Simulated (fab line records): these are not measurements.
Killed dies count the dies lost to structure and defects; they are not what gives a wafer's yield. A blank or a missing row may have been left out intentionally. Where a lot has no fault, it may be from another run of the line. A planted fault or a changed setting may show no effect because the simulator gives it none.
Comparing a struck lot with a sound one + flow gf180mcu + 26 steps out of a route of 602
Sound: the wafers L322.1, L322.2, L322.3. Wafers L332.1, L332.5, L332.6 were the ones struck. The cause is named last.
At each step with rows: each side's tool, then ch and its chambers, then its first start. Under that, the readings that differ: sound wafers + struck wafers + difference of the means + sigmas: that difference in standard deviations of wafers without a fault.
alike: readings whose means differ by less than 2 such deviations, and words and numbers that are the same on both sides. not compared: withheld readings, readings that some wafer has no value for, bounds like >300 that may hide the same value, and numbers for which the record gives no deviation and whose values overlap.
Wherever a step has rows on one side only, a row that says differs or no value, or a row with sigmas, the two part there. Numbers that don't overlap but have no deviation are shown without sigmas and don't part them. Lack of a reading on every wafer of one side parts them only where that side has two or more wafers.

GF_MVSD_STRIP_10: strips in O2/N2.
  sound on plasmaAsher-03 ch 0,1, day 5 03:17; struck on plasmaAsher-02 ch 0,1, day 7 12:47
  alike: chamberPressureMTorr, drypumpMotorCurrentA, heaterPowerW, o2FlowSccm, oesProductAu, stripTimeToEndpointS
  not compared: rfHoursCounterH
GF_MVSD_TW_MEAS_11:
  sound on filmMetro-04, day 5 03:23; struck on filmMetro-04, day 7 12:53
  alike: MVSD_TW
then, 7 steps without rows for these wafers: GF_MVPSD_DEHYDRATE_00 (time 60 s); GF_MVPSD_HMDS_01 (prime time 60 s); GF_MVPSD_COAT_02 (resist thk 3000 nm); GF_MVPSD_SOFTBAKE_03; GF_MVPSD_EXPOSE_04 (exposes mask MVPSD, target cd 1000 nm); GF_MVPSD_PEB_05; GF_MVPSD_DEVELOP_06 (develop time 60 s).
GF_MVPSD_OVL_MEAS_07:
  sound on overlay-02, day 5 17:43; struck on overlay-01, day 8 04:59
  alike: MVPSD_OVL
then, 2 steps without rows for these wafers: GF_MVPSD_IMPLANT_08; GF_MVPSD_IMPLANT_09.
GF_MVPSD_STRIP_10: strips in O2/N2.
  sound on plasmaAsher-01 ch 0,1, day 5 18:03; struck on plasmaAsher-02 ch 0,1, day 8 05:19
  no value came back on the struck wafers for any of 6 readings (chamberPressureMTorr (mTorr), drypumpMotorCurrentA (A) and others); on the sound wafers chamberPressureMTorr (mTorr) reads 1501.5 1499.4 1500.3
| reading                                | sound | struck         | difference | sigmas |
|----------------------------------------|-------|----------------|------------|--------|
| model.coat_of_MVPSD_COAT_02.thkNm (nm) | 0 0 0 | 3010 3007 2995 | +3004      |        |
  not compared: rfHoursCounterH
GF_MVPSD_TW_MEAS_11:
  sound on filmMetro-02, day 5 18:09; struck on filmMetro-02, day 8 05:25
  alike: MVPSD_TW
then, 7 steps without rows for these wafers: GF_VT_IMPLANT_DEHYDRATE_00 (time 60 s); GF_VT_IMPLANT_HMDS_01 (prime time 60 s); GF_VT_IMPLANT_COAT_02 (resist thk 1000 nm); GF_VT_IMPLANT_SOFTBAKE_03 (time 60 s); GF_VT_IMPLANT_EXPOSE_04 (exposes mask LVPWELL LV AREA, target cd 600 nm); GF_VT_IMPLANT_PEB_05; GF_VT_IMPLANT_DEVELOP_06 (develop time 60 s).
GF_VT_IMPLANT_OVL_MEAS_07:
  sound on overlay-01, day 6 08:58; struck on overlay-01, day 8 22:20
  alike: VT_IMPLANT_OVL
next, for these wafers, 1 step has no rows: GF_VT_IMPLANT_IMPLANT_08.
GF_VT_IMPLANT_STRIP_09: strips in O2/N2.
  sound on plasmaAsher-03 ch 0,1, day 6 09:08; struck on plasmaAsher-01 ch 0,1, day 8 22:31
| reading                  | sound             | struck            | difference | sigmas      |
|--------------------------|-------------------|-------------------|------------|-------------|
| stripTimeToEndpointS (s) | 12.56 12.57 12.61 | 57.22 57.21 57.03 | +44.57     | +99 or more |
  alike: chamberPressureMTorr, drypumpMotorCurrentA, heaterPowerW, o2FlowSccm, oesProductAu
  not compared: rfHoursCounterH
GF_VT_IMPLANT_TW_MEAS_10:
  sound on filmMetro-01, day 6 09:14; struck on filmMetro-04, day 8 22:51
| reading       | sound             | struck         | difference | sigmas      |
|---------------|-------------------|----------------|------------|-------------|
| VT_IMPLANT_TW | 564.9 562.0 563.6 | 29.9 30.1 30.1 | -533.5     | -99 or more |
  not compared: hold
GF_PASSIVATION_PROBE_99:
  rows exist in the record for the sound wafers here (prober-01, day 29 21:34), none for the struck ones

== WHERE THEY PART ==
Earliest at GF_MVPSD_STRIP_10; latest, in this record, at GF_PASSIVATION_PROBE_99.

WHY: what the simulator had put in
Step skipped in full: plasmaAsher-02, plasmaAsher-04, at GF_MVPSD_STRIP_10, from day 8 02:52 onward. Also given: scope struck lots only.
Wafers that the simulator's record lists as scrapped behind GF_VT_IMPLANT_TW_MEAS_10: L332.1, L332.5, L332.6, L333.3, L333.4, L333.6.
